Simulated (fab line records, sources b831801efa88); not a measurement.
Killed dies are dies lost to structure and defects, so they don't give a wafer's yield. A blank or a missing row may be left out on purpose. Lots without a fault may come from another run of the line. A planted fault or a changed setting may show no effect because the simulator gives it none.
Which tool did it? | flow sky130 | 13 lots, 39 wafers sampled, at 2 steps of a route of 708

WHAT THE GAUGES READ, wafer by wafer
SKY_CAP2M_THK_MEAS_04: measures by xrf.
lot  | measured     | on            | CAP2M_TIN_THK (nm)
L578 | day 39 22:01 | film_metro-01 | 198.1 197.6 197.2
L579 | day 40 00:01 | film_metro-01 | 201.4 203.9 201.0
L580 | day 40 09:16 | film_metro-01 | 195.7 198.0 198.2
L582 | day 41 04:17 | film_metro-03 | 202.1 198.3 200.9
L583 | day 41 07:34 | film_metro-03 | 199.8 200.6 201.2
L584 | day 41 23:01 | film_metro-04 | 200.1 202.4 201.2
L585 | day 42 08:24 | film_metro-03 | 200.7 198.3 200.0
L590 | day 43 17:43 | film_metro-03 | 204.5 204.9 204.4
L594 | day 45 00:21 | film_metro-04 | 200.7 200.8 197.4
L596 | day 45 06:25 | film_metro-04 | 200.3 200.8 200.5
L599 | day 45 14:16 | film_metro-03 | 199.4 205.0 201.9
L600 | day 46 04:12 | film_metro-04 | 199.1 203.1 199.2
L601 | day 46 07:10 | film_metro-03 | 198.1 199.1 199.9

WHICH TOOL RAN EACH LOT (tool, then ch and the chambers of the sampled wafers, then the start)
lot  | SKY_METAL4_SPUTTER_02
L578 | pvd_sputter-04, day 39 21:35
L579 | pvd_sputter-02, day 39 23:36
L580 | pvd_sputter-02, day 40 08:51
L582 | pvd_sputter-04, day 41 03:51
L583 | pvd_sputter-03, day 41 07:09
L584 | pvd_sputter-04, day 41 22:36
L585 | pvd_sputter-04, day 42 07:59
L590 | pvd_sputter-02, day 43 17:18
L594 | pvd_sputter-02, day 44 23:55
L596 | pvd_sputter-04, day 45 06:00
L599 | pvd_sputter-03, day 45 13:50
L600 | pvd_sputter-03, day 46 03:47
L601 | pvd_sputter-03, day 46 06:44
- SKY_METAL4_SPUTTER_02: material AlCu, target thk 735 nm, time 39.1 s.

WHAT THE TOOLS THEMSELVES READ (means of the sampled wafers that have a number; where no wafer has one, the mark that the record gives instead)
SKY_METAL4_SPUTTER_02.
lot  | tool           | throttle_valve_pct (%)
L578 | pvd_sputter-04 | 31.2
L579 | pvd_sputter-02 | 29.7
L580 | pvd_sputter-02 | 30.1
L582 | pvd_sputter-04 | 30.9
L583 | pvd_sputter-03 | 31.9
L584 | pvd_sputter-04 | 30.3
L585 | pvd_sputter-04 | 31.0
L590 | pvd_sputter-02 | 30.5
L594 | pvd_sputter-02 | 29.3
L596 | pvd_sputter-04 | 31.8
L599 | pvd_sputter-03 | 31.3
L600 | pvd_sputter-03 | 30.7
L601 | pvd_sputter-03 | 31.0

THE ANSWER, worked out from the rows above alone
Rule: what is usual is taken from the lots themselves. Put in order of their means at a reading, lots are off if they are a third of the lots or fewer, leave a main group of 4 or more, and stand apart from it by a gap of 3 or more times the standard deviation of the main group's means; of several such gaps the widest counts. A main group whose means are all the same, to the digits that the tables above print for the reading, isn't used. A lot without any number at a reading at which 4 lots or more have one is off too. The other lots that the step has rows for count as sound. The gauges are gone through in route order, then the tools' own readings, and for those a lot's mean is taken as printed above. The first step at which some lot is off is used, and at that step the reading that is off furthest; a lot without a number counts as furthest.
No lot is off at any reading shown: from this, nothing can be told.

WHAT THE SIMULATOR HAD PUT IN
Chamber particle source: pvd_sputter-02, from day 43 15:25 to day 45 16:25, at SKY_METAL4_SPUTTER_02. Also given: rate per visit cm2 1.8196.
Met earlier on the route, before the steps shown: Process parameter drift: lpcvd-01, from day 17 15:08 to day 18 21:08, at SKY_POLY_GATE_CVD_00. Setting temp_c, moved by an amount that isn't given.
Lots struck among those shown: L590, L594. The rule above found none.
